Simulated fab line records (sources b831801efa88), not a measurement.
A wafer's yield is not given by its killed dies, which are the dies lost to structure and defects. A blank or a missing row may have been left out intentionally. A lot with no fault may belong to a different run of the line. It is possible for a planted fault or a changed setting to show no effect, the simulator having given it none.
Which tool is to blame? -- flow gf180mcu -- 13 lots, 39 wafers sampled, at 5 steps of a route of 602

== WHAT EACH GAUGE READ, for each wafer ==
GF_STI_THK_MEAS_30.
lot,measured,on,STI_OXIDATION_02_THK (nm)
L801,day 2 10:14,filmMetro-04,10.13 10.21 10.20
L802,day 2 13:13,filmMetro-01,10.00 10.04 10.06
L804,day 3 02:43,filmMetro-04,10.08 10.10 9.81
L806,day 3 08:02,filmMetro-01,9.81 9.77 9.81
L808,day 3 17:58,filmMetro-01,9.79 9.63 9.73
L809,day 4 01:04,filmMetro-04,10.03 9.76 9.90
L810,day 4 04:40,filmMetro-04,10.01 10.08 10.04
L811,day 4 08:48,filmMetro-04,9.94 9.78 9.97
L813,day 4 19:50,filmMetro-03,9.44 9.44 9.41
L814,day 5 03:11,filmMetro-04,10.05 9.91 10.04
L816,day 5 10:25,filmMetro-03,10.17 9.97 9.90
L820,day 6 08:13,filmMetro-01,9.87 9.91 9.86
L824,day 7 05:01,filmMetro-04,9.88 9.94 9.90

GF_V4_THK_MEAS_01.
lot,measured,on,V4_CVD_00_THK (nm)
L801,day 23 19:32,filmMetro-02,602 602 602
L802,day 23 20:14,filmMetro-03,595 601 595
L804,day 24 20:01,filmMetro-02,596 590 594
L806,day 25 01:42,filmMetro-03,605 615 604
L808,day 25 21:44,filmMetro-03,598 609 583
L809,day 26 04:45,filmMetro-04,620 609 592
L810,day 26 11:21,filmMetro-03,598 598 593
L811,day 26 19:29,filmMetro-02,598 595 599
L813,day 27 10:35,filmMetro-04,602 597 596
L814,day 27 23:36,filmMetro-03,601 588 584
L816,day 28 06:47,filmMetro-02,596 598 610
L820,day 29 11:35,filmMetro-04,590 590 589
L824,day 30 13:14,filmMetro-04,593 589 574

== TOOL THAT RAN EACH LOT (tool first, then ch and the chambers of the sampled wafers, then the start) ==
lot,GF_MVSD_COAT_02,GF_MVSD_STRIP_10,GF_V1_CMP_26
L801,"lithoTrack-04 ch 0, day 4 07:52","plasmaAsher-04 ch 0,1, day 4 15:01","cmp-01 ch 0,1, day 18 13:16"
L802,"lithoTrack-03 ch 0, day 4 10:27","plasmaAsher-02 ch 0,1, day 4 18:14","cmp-02 ch 0,2,3, day 18 14:13"
L804,"lithoTrack-03 ch 0, day 5 01:31","plasmaAsher-04 ch 0,1, day 5 08:58","cmp-01 ch 1,2, day 19 16:52"
L806,"lithoTrack-01 ch 0, day 5 07:56","plasmaAsher-01 ch 0,1, day 5 15:58","cmp-02 ch 0,1,3, day 20 01:05"
L808,"lithoTrack-03 ch 0, day 5 19:06","plasmaAsher-02 ch 0,1, day 6 03:05","cmp-02 ch 2,3, day 20 22:40"
L809,"lithoTrack-03 ch 0, day 6 02:04","plasmaAsher-01 ch 0,1, day 6 10:30","cmp-01 ch 0,1,3, day 21 07:41"
L810,"lithoTrack-01 ch 0, day 6 07:46","plasmaAsher-04 ch 0,1, day 6 15:52","cmp-02 ch 0,1,3, day 21 13:27"
L811,"lithoTrack-01 ch 0, day 6 11:44","plasmaAsher-01 ch 0,1, day 6 20:01","cmp-01 ch 0,1,3, day 21 20:35"
L813,"lithoTrack-04 ch 0, day 7 00:52","plasmaAsher-01 ch 0,1, day 7 09:22","cmp-01 ch 0,2, day 22 14:20"
L814,"lithoTrack-03 ch 0, day 7 08:39","plasmaAsher-02 ch 0,1, day 7 17:20","cmp-02 ch 1,2,3, day 23 04:27"
L816,"lithoTrack-01 ch 0, day 7 16:41","plasmaAsher-04 ch 0,1, day 8 01:25","cmp-01 ch 0,1,2, day 23 14:17"
L820,"lithoTrack-03 ch 0, day 8 16:00","plasmaAsher-04 ch 0,1, day 9 00:30","cmp-01 ch 0,1,3, day 24 21:25"
L824,"lithoTrack-03 ch 0, day 9 14:51","plasmaAsher-02 ch 0,1, day 10 00:31","cmp-01 ch 0,3, day 26 02:32"
- GF_MVSD_COAT_02: resist thk 3000 nm.
- GF_MVSD_STRIP_10: strips in O2/N2.
- GF_V1_CMP_26: polishes, stops on SiO2, t overpolish 15 s, target thk 0 nm.

== AS READ BY THE TOOLS THEMSELVES (means over the sampled wafers that have a number; for cases with no such wafer, the mark the record gives instead) ==
GF_MVSD_STRIP_10.
lot,tool,drypumpMotorCurrentA (A),heaterPowerW (W),oesProductAu (a.u.),stripTimeToEndpointS (s)
L801,plasmaAsher-04,5.6,282,0.722,36.98
L802,plasmaAsher-02,5.7,361,0.723,36.92
L804,plasmaAsher-04,5.5,287,0.721,36.92
L806,plasmaAsher-01,6.0,316,0.723,37.06
L808,plasmaAsher-02,5.5,354,0.724,36.99
L809,plasmaAsher-01,6.2,302,0.730,36.95
L810,plasmaAsher-04,5.6,286,0.725,36.84
L811,plasmaAsher-01,6.2,294,0.721,36.92
L813,plasmaAsher-01,6.0,316,0.725,36.96
L814,plasmaAsher-02,5.7,360,0.724,37.15
L816,plasmaAsher-04,5.7,304,0.719,37.08
L820,plasmaAsher-04,5.7,306,0.727,36.99
L824,plasmaAsher-02,5.7,363,0.725,31.02

GF_V1_CMP_26.
lot,tool,motorCurrentA (A),overpolishRunS (s),retainingRingPressureFrac,timeToEndpointS (s)
L801,cmp-01,10.5,14.992,0.998,83
L802,cmp-02,11.8,15.007,0.999,89
L804,cmp-01,11.5,15.003,0.993,83
L806,cmp-02,12.3,15.005,0.999,85
L808,cmp-02,11.2,14.993,1.005,87
L809,cmp-01,10.5,14.993,0.998,79
L810,cmp-02,12.7,15.002,1.003,87
L811,cmp-01,10.6,14.999,0.996,83
L813,cmp-01,11.3,15.005,0.999,82
L814,cmp-02,11.8,15.005,1.001,85
L816,cmp-01,11.1,14.997,0.998,81
L820,cmp-01,10.5,14.995,0.998,80
L824,cmp-01,10.3,15.000,0.999,84

== THE ANSWER, worked out from the rows above alone ==
Rule: usual is defined by the lots themselves. Put in order of their means at a reading, lots are off if they are a third of the lots or fewer, leave a main group of 4 or more, and stand apart from it by a gap of 3 or more times the standard deviation of the main group's means; of several such gaps the widest counts. If all means in a main group match to the digits the tables above print for the reading, that group is not used. A lot without any number at a reading at which 4 lots or more have one is off too. Where the step has rows for the other lots, those lots are counted as sound. After the gauges, taken in route order, come the tools' own readings; for these a lot's mean is taken, as printed above. At the first step where some lot is off, the reading lying furthest off is the one used; lots without a number count as furthest.
Off: L824 (GF_MVSD_STRIP_10, stripTimeToEndpointS). The main group: mean 36.98 s, standard deviation 0.08.
If a tool, at that step or one of the process steps before it, ran each lot that is off and ran no sound lot following the first of them, it fits. Can't be told from this: 2 tools fit, lithoTrack-03 at GF_MVSD_COAT_02, plasmaAsher-02 at GF_MVSD_STRIP_10.

== WHAT THE SIMULATOR PUT IN ==
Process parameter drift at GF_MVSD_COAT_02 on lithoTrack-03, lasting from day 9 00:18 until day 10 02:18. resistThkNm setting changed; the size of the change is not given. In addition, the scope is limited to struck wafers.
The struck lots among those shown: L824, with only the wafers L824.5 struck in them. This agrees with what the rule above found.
